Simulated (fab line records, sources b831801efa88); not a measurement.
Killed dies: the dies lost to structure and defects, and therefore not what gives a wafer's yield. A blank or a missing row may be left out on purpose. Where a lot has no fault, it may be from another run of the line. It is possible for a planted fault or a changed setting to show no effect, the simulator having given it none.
8D (eight disciplines) problem report, filled in by code | flow sky130 | the parts of the form that need people (team, actions taken, sign-off) are left out

## 1. WHAT IS WRONG
beam_energy_keV at SKY_VT_ADJUST_HVTP_IMPLANT_09 reads a mean of 163.66 on 6 wafers of 2 lots; wafers without a fault read 149.99 with a standard deviation of 0.051. That is +99 or more standard deviations from the usual mean.
Earliest sighting: wafer L709.1 on implanter-04 at day 8 16:45. The record holds 39 wafers of 13 lots with a number at this step. The rule behind "out" and "out of limits": a value lying over 4 standard deviations away from the usual mean. The rest of the wafers with a number are treated as sound.

## 2. WHAT IT IS, WHAT IT ISN'T
question                    | is                     | is not
which readings at this step | beam_energy_keV        | -
which lots                  | L709, L710             | L699, L701, L702, L703, L705, L713, L714, L716, L717, L721, L722
which wafers of those lots  | all that have a number | -
read on which tools         | implanter-04           | implanter-01, implanter-02
when                        | from day 8 16:45       | up to then (15 sound wafers); but 18 sound wafers of L713, L714, L716, L717, L721, L722 came after

## 3. THE SUSPECTS, EACH WITH WHAT RULES IT OUT
Counting: any tool at a process step up to the reading is kept as a suspect provided that every lot that is out went through it and no sound lot did after the first of them.
- implanter-04 at SKY_VT_ADJUST_HVTP_IMPLANT_09: kept. All lots that are out passed through it, beginning with L709 at day 8 16:45, and no sound lot followed; its final sound lot before that point was L705 at day 7 16:31. Out on those wafers are its own readings of beam_energy_keV.
After counting, what remains is implanter-04 at SKY_VT_ADJUST_HVTP_IMPLANT_09.

## 4. THE CAUSE (what the simulator had put in)
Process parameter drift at SKY_VT_ADJUST_HVTP_IMPLANT_09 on implanter-04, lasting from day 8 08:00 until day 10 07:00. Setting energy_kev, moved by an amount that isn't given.
Counting left only this tool.

## 5. SEQUENCE OF EFFECTS, ordered by route
Rows list readings where the struck wafers' mean (over those with a number) sits beyond 3 standard deviations from the usual. Scope: only readings with a usual standard deviation given in the record; hours: median across lots of the time from each lot's start at the first step in this table that gives one to its start at this step; sigmas: change in usual standard deviations.
hours | step                          | reading         | usual  | on struck wafers | change | sigmas
0     | SKY_VT_ADJUST_HVTP_IMPLANT_09 | beam_energy_keV | 149.99 | 163.66           | +13.67 | +99 or more
Its process steps:
- SKY_VT_ADJUST_HVTP_IMPLANT_09
Later steps that measure or inspect, where all struck wafers having a row at the step show a number for every such reading and not one has moved that far: SKY_VT_ADJUST_HVTR_OVL_MEAS_08.

## 6. WHAT WOULD HAVE CAUGHT IT SOONER
In this record the first reading out of limits was taken at day 8 16:45, 9 hours after the fault began at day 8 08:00.
